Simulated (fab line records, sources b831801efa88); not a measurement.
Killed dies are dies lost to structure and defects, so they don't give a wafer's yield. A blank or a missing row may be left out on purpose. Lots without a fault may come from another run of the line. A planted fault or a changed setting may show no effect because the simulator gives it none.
One fault seen from 2 desks | flow sky130 | each desk has only its own numbers; what lay behind them comes last

THE METROLOGY DESK
What the gauges read, lot by lot, whatever tool the lot ran on: means of the sampled wafers that have a number. A lot is out of limits, marked OUT, if its mean lies more than 4 standard deviations from the usual mean; the brackets give that distance.
Columns: A = CAPM_CVD_00_THK at SKY_CAPM_THK_MEAS_01, usual 15.51 nm; B = CAPM_TIN_RS at SKY_CAPM_RS_MEAS_03, usual 6.90 ohm/sq; C = CAPM_TIN_THK at SKY_CAPM_THK_MEAS_04, usual 199.4 nm
lot  | first seen here | A     | B               | C
L393 | day 36 16:23    | 15.47 | 6.97            | 197.9
L394 | day 36 21:08    | 15.53 | 6.88            | 198.9
L398 | day 38 08:41    | 15.82 | 6.96            | 198.2
L402 | day 40 04:34    | 15.75 | 6.96            | 197.8
L404 | day 40 07:05    | 15.58 | 6.85            | 200.9
L410 | day 42 00:44    | 15.66 | 7.43 (+7.3) OUT | 185.1 (-5.7) OUT
L411 | day 42 04:37    | 15.38 | 7.39 (+6.8) OUT | 187.5 (-4.7) OUT
L413 | day 42 12:37    | 15.44 | 6.94            | 198.6
L412 | day 42 14:32    | 15.36 | 6.82            | 202.4
This desk's finding: out of limits on L410, L411; first on L410, day 42 00:56 (CAPM_TIN_RS at SKY_CAPM_RS_MEAS_03). In limits: L393, L394, L398, L402, L404, L413, L412.

THE TOOL OWNER'S DESK: pvd_sputter-04
The tool's own readings at SKY_CAPM_SPUTTER_02 (material TiN, target thk 200 nm, time 166.7 s): means of the sampled wafers that have a number, for each lot that ran on this tool. A lot is out of limits, marked OUT, if its mean lies more than 4 standard deviations from the usual mean; the brackets give that distance.
Columns: A = chamber_pressure_pa at SKY_CAPM_SPUTTER_02, usual 0.3999 Pa; B = substrate_temp_c at SKY_CAPM_SPUTTER_02, usual 300.02 C; C = throttle_valve_pct at SKY_CAPM_SPUTTER_02, usual 30.2 %
lot  | first seen here | A      | B      | C
L394 | day 36 21:11    | 0.3999 | 299.95 | 30.3
L398 | day 38 08:45    | 0.3995 | 299.93 | 30.1
L404 | day 40 07:08    | 0.4000 | 300.22 | 30.5
L410 | day 42 00:46    | 0.4000 | 299.85 | 30.5
L411 | day 42 04:40    | 0.4006 | 300.25 | 30.6
This desk's finding: nothing out of limits on any of the 5 lots.

PUT TOGETHER
The metrology desk could have raised an alarm at day 42 00:56, on L410, L411.
The tool owner's desk saw nothing out of limits.
The tool owner's desk has L410, L411 on record, within its limits.
Of the lots named, all ran SKY_CAPM_SPUTTER_02 on pvd_sputter-04.

WHAT THE SIMULATOR HAD PUT IN
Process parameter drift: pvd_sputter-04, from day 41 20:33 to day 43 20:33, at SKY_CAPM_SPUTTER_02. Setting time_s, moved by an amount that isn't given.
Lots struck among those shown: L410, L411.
Hours from the fault's start to each desk's first reading out of limits: the metrology desk, 4.
